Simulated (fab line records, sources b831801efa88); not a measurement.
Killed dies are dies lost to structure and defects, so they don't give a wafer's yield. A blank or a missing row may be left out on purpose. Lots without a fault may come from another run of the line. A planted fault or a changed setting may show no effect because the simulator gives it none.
fab line records | flow sky130
record lots=12 wafers=36 last_day=50
route steps=708 shown METAL4@600 VIA4@641 PAD_OPEN@708
lots that met no fault: from a run of the same line without faults
start_h: hours from the record's first day to the start of the lot's first wafer shown | wait_h: hours since the lot's step before | " the same as in the row above | L1.1+2: a row that stands for several wafers | - no value, or no start given | * or withheld: withheld | < > ~ a bound
route shown NAME@n: a module of which the file shows steps, and the number in the route of the first | usual: mean/standard deviation of fault-free wafers | same: alike in all rows | chamber/n: place in a boat | sites: the reading at each site | _std_site: their standard deviation | _edge_site: outer sites' mean less inner sites' | radius_mm: how far each site lies from the wafer's centre | mask NAME#n: copy n | behind: the tool/chamber that last shaped the wafer | hold: why the lot was held/for how many hours/how that ended | device: the transistor (n, p or np) that didn't switch | end of line: the same wafers' tests at the end of the route | a step without rows: its recipe alone | killed: dies lost to structure and defects at the first sort, not the wafer's yield | map: a wafer's dies, x killed, . not, _ none there
set.NAME: the setting as run; set.NAME@STEP: as run at that earlier step | model.NAME: the simulator's own value behind a step, which no gauge read
steps of the route over a sample of lots; a table a step, a row a wafer
services: from which hour (start_h, from the record's first day; less than 0 if before it) a tool's chamber was out of use, for how many hours, and why
## steps
# step SKY_METAL4_SPUTTER_02
# recipe material=AlCu target_thk_nm=735 power_w=10600 time_s=39.1 chamber_pressure_pa=0.4
# usual throttle_valve_pct=29.6/0.95
# columns lot.wafer tool chamber start_h wait_h throttle_valve_pct
L336.3 pvd_sputter-03 - 923.86 0.0 29.1
L336.4 " - " " 28.5
L336.6 " - " " 29.3
L337.2 pvd_sputter-04 - 936.43 0.0 28.8
L337.4 " - " " 29.7
L337.5 " - " " 28.3
L338.3 pvd_sputter-03 - 941.85 0.0 30.1
L338.5 " - " " 30.4
L338.6 " - " " 28.4
L345.3 pvd_sputter-03 - 990.32 0.0 30.2
L345.5 " - " " 29.8
L345.6 " - " " 28.4
L346.2 pvd_sputter-04 - 1003.79 0.0 28.4
L346.3 " - " " 29.9
L346.6 " - " " 28.4
L348.1 pvd_sputter-04 - 1016.01 0.0 28.5
L348.4 " - " " 29.5
L348.5 " - " " 28.3
L349.2 pvd_sputter-01 - 1018.93 0.0 29.3
L349.3 " - " " 30.6
L349.6 " - " " 30.2
L351.3 pvd_sputter-04 - 1030.18 0.0 28.5
L351.5 " - " " 28.4
L351.6 " - " " 30.0
L352.1 pvd_sputter-01 - 1040.51 0.0 30.2
L352.4 " - " " 29.3
L352.5 " - " " 30.1
L353.1 pvd_sputter-01 - 1052.12 0.0 30.1
L353.2 " - " " 31.6
L353.4 " - " " 29.1
L357.1 pvd_sputter-04 - 1067.27 0.0 28.5
L357.4 " - " " 30.3
L357.6 " - " " 29.9
L359.2 pvd_sputter-03 - 1073.46 0.0 30.2
L359.5 " - " " 30.1
L359.6 " - " " 28.3
# step SKY_METAL4_OVL_MEAS_14
# usual METAL4_OVL=3/6.8
# columns lot.wafer tool chamber start_h wait_h METAL4_OVL[nm]
L336.3 overlay-02 - 973.28 0.1 5
L336.4 " - " " -9
L336.6 " - " " -11
L337.2 overlay-01 - 985.93 0.1 8
L337.4 " - " " 9
L337.5 " - " " -1
L338.3 overlay-01 - 990.53 0.1 8
L338.5 " - " " 8
L338.6 " - " " 13
L345.3 overlay-01 - 1037.98 0.1 0
L345.5 " - " " 2
L345.6 " - " " 4
L346.2 overlay-01 - 1050.22 0.1 3
L346.3 " - " " -4
L346.6 " - " " 9
L348.1 overlay-01 - 1062.27 0.1 2
L348.4 " - " " -1
L348.5 " - " " 8
L349.2 overlay-02 - 1064.47 0.1 4
L349.3 " - " " 0
L349.6 " - " " 9
L351.3 overlay-02 - 1073.99 0.1 -6
L351.5 " - " " -5
L351.6 " - " " 0
L352.1 overlay-01 - 1083.87 0.1 9
L352.4 " - " " -3
L352.5 " - " " 4
L353.1 overlay-01 - 1094.02 0.1 9
L353.2 " - " " 8
L353.4 " - " " 10
L357.1 overlay-01 - 1108.87 0.1 9
L357.4 " - " " -10
L357.6 " - " " -3
L359.2 overlay-01 - 1115.28 0.1 -2
L359.5 " - " " 12
L359.6 " - " " -2
# step SKY_VIA4_CMP_02
# recipe material=SiO2 down_force_psi=4 platen_rpm=60 pad_velocity_m_s=0.94248
# usual edge_zone_pressure_frac=1.000/0.0046 motor_current_A=11.3/1.5 retaining_ring_pressure_frac=1.000/0.0049
# columns lot.wafer tool chamber start_h wait_h edge_zone_pressure_frac motor_current_A retaining_ring_pressure_frac
L336.4 cmp-01 2 974.63 0.1 0.999 13.6 0.991
L336.3 " 3 " " 0.994 10.9 1.010
L336.6 " 0 " " 1.005 9.7 0.999
L337.4 cmp-01 3 987.12 0.0 1.000 10.3 1.002
L337.2 " 2 " " 0.992 13.8 1.006
L337.5 " 3 " " 1.000 11.1 1.003
L338.3 cmp-01 0 991.75 0.0 1.010 9.7 1.001
L338.5 " 0 " " 0.998 9.3 1.004
L338.6 " 1 " " 0.998 11.8 0.999
L345.3 cmp-01 1 1039.42 0.1 0.991 11.3 1.004
L345.6 " 3 " " 0.999 10.5 1.001
L345.5 " 0 " " 0.998 9.4 0.999
L346.2 cmp-02 0 1051.46 0.1 1.003 8.8 0.993
L346.3 " 2 " " 0.998 13.7 1.010
L346.6 " 0 " " 1.007 9.0 0.996
L348.4 cmp-02 2 1063.64 0.2 0.998 14.0 0.997
L348.1 " 3 " " 1.005 11.8 0.999
L348.5 " 1 " " 1.004 11.2 1.001
L349.3 cmp-02 0 1066.37 0.7 0.999 9.1 0.999
L349.2 " 2 " " 1.001 14.1 0.996
L349.6 " 3 " " 1.005 11.4 0.993
L351.3 cmp-01 3 1075.60 0.4 0.994 11.4 1.006
L351.5 " 0 " " 0.999 9.4 0.998
L351.6 " 1 " " 1.001 10.7 0.996
L352.1 cmp-01 0 1085.07 0.1 1.000 9.8 1.005
L352.4 " 3 " " 1.005 10.7 1.000
L352.5 " 0 " " 1.002 9.4 0.995
L353.1 cmp-01 0 1095.46 0.3 0.995 9.2 1.006
L353.2 " 1 " " 0.998 12.4 1.004
L353.4 " 2 " " 1.002 13.2 1.003
L357.1 cmp-01 2 1110.12 0.1 1.003 12.9 1.005
L357.4 " 3 " " 0.995 10.4 1.008
L357.6 " 2 " " 0.999 13.1 1.006
L359.2 cmp-01 2 1117.23 0.8 0.997 13.1 0.991
L359.6 " 3 " " 1.006 10.6 1.004
L359.5 " 0 " " 0.998 9.7 1.001
# step SKY_VIA4_HMDS_05
# recipe prime_time_s=60 prime_temp_c=120
# usual prime_temp_c=120.00/0.15
# columns lot.wafer tool chamber start_h wait_h prime_temp_c
L336.3 litho_track-01 0 987.10 0.1 120.33
L336.4 " 0 " " 120.18
L336.6 " 0 " " 120.21
L337.2 litho_track-03 0 998.58 0.1 119.87
L337.4 " 0 " " 119.85
L337.5 " 0 " " 119.85
L338.3 litho_track-03 0 1003.20 0.1 119.93
L338.5 " 0 " " 120.04
L338.6 " 0 " " 120.02
L345.3 litho_track-01 0 1049.35 0.1 119.90
L345.5 " 0 " " 120.00
L345.6 " 0 " " 119.67
L346.2 litho_track-02 0 1062.50 0.1 117.20
L346.3 " 0 " " 117.09
L346.6 " 0 " " 117.14
L348.1 litho_track-02 0 1073.63 0.1 117.21
L348.4 " 0 " " 117.06
L348.5 " 0 " " 117.33
L349.2 litho_track-01 0 1076.17 0.1 120.34
L349.3 " 0 " " 120.16
L349.6 " 0 " " 120.14
L351.3 litho_track-01 0 1086.05 0.1 119.88
L351.5 " 0 " " 119.97
L351.6 " 0 " " 119.90
L352.1 litho_track-03 0 1094.85 0.1 119.74
L352.4 " 0 " " 120.04
L352.5 " 0 " " 120.13
L353.1 litho_track-01 0 1105.90 0.1 119.84
L353.2 " 0 " " 119.96
L353.4 " 0 " " 119.76
L357.1 litho_track-01 0 1119.90 0.1 120.13
L357.4 " 0 " " 120.12
L357.6 " 0 " " 120.05
L359.2 litho_track-03 0 1126.98 0.1 120.11
L359.5 " 0 " " 120.07
L359.6 " 0 " " 120.26
# step SKY_PAD_OPEN_PROBE_99
# usual defect_limited_yield=82.2/1.9 killed_at_M0_to_M3=44/6.6 killed_at_M4_up=3.4/1.9 killed_at_contacts=25/5.6 killed_at_front_end=15/4.6 killed_at_other=0.3/0.6 killed_dies=88/9.5 killed_open=47/7.1 killed_short=40/6.4 sort_bin_3_pad_short=1.0/0.47 sort_bin_5_function=10.4/1.4 sort_bin_6_memory=6.4/1.1 sort_n_pass=404/9.5 sort_yield_pct=82.2/1.9
# same gross_dies=492 killed_at_back_side=0 sort_bin_4_leakage[%]=0 sort_bin_8_speed[%]=0
# columns lot.wafer tool chamber start_h wait_h defect_limited_yield[%] killed_at_M0_to_M3 killed_at_M4_up killed_at_contacts killed_at_front_end killed_at_other killed_dies killed_open killed_short sort_bin_3_pad_short[%] sort_bin_5_function[%] sort_bin_6_memory[%] sort_n_pass sort_yield_pct[%]
L352.1 prober-02 - 1165.99 0.1 84.8 44 1 19 11 0 75 44 30 0.4 10.0 4.9 417 84.8
L352.4 prober-02 - 1166.14 0.2 79.9 57 5 28 9 0 99 62 36 0.8 11.6 7.7 393 79.9
L352.5 prober-02 - 1166.19 0.2 78.5 49 2 34 21 0 106 63 41 0.8 13.2 7.5 386 78.5
# killed by level:class
L352.1 VIA1:geometric_particle:open=12 CONTACT:geometric_particle:open=8 METAL1:geometric_particle:short=5 METAL2:geometric_particle:open=5 LI_CONTACT:geometric_particle:open=4 METAL2:geometric_particle:short=4 VIA2:geometric_particle:open=4 CONTACT:geometric_particle:short=4
L352.4 VIA1:geometric_particle:open=18 VIA3:geometric_particle:open=15 LI_CONTACT:geometric_particle:open=8 CONTACT:geometric_particle:open=7 VIA1:geometric_particle:short=5 METAL1:geometric_particle:short=5 VIA2:geometric_particle:open=5 LI_CONTACT:geometric_particle:short=4
L352.5 VIA1:geometric_particle:open=15 LI_CONTACT:geometric_particle:open=12 CONTACT:geometric_particle:open=10 FIELD_ISO:geometric_particle:short=7 VIA2:geometric_particle:open=7 LI_CONTACT:geometric_particle:short=6 VIA3:geometric_particle:open=6 FIELD_ISO:geometric_particle:open=5
## services
# columns tool chamber start_h hours kind
pvd_sputter-03 - 900.35 0.5 repair
cmp-01 - 902.48 10.3 repair
cmp-01 - 912.76 4.0 pm
cmp-01 - 916.08 2.1 repair
cmp-01 - 916.76 - consumable_replace:conditioner
cmp-01 - 916.76 - consumable_replace:pad
pvd_sputter-04 - 1001.35 0.5 repair
cmp-01 - 1003.81 0.4 repair
cmp-01 - 1014.85 0.9 repair
cmp-02 - 1023.99 4.0 repair
litho_track-03 - 1029.79 - consumable_replace:filter
cmp-01 - 1043.47 24.3 repair
pvd_sputter-03 - 1045.74 27.6 repair
pvd_sputter-01 - 1048.09 1.4 repair
pvd_sputter-03 - 1055.87 2.5 repair
cmp-02 - 1072.67 3.4 repair
pvd_sputter-01 - 1075.11 7.2 repair
pvd_sputter-04 - 1084.03 1.7 repair
pvd_sputter-01 - 1087.71 13.7 repair
cmp-02 - 1093.81 4.0 pm
cmp-02 - 1108.20 3.8 repair
pvd_sputter-01 - 1108.88 2.7 repair
cmp-02 - 1112.01 7.0 pm
cmp-02 - 1123.14 7.0 pm
## key
first_sign step=SKY_VIA4_HMDS_05 reading=prime_temp_c direction=down sigmas=19 usual=* struck=*
effect none on later readings
met_at SKY_VIA4_HMDS_05
struck_lots L346,L348
not_acting_at SKY_METAL4_SPUTTER_02,SKY_METAL4_OVL_MEAS_14,SKY_VIA4_CMP_02
fault kind=process_parameter_drift tool=litho_track-02 chamber=- onset_h=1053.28 steps=SKY_VIA4_HMDS_05 channel=prime_temp_c offset=* shape=step end_h=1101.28 acts_in=* stated=*
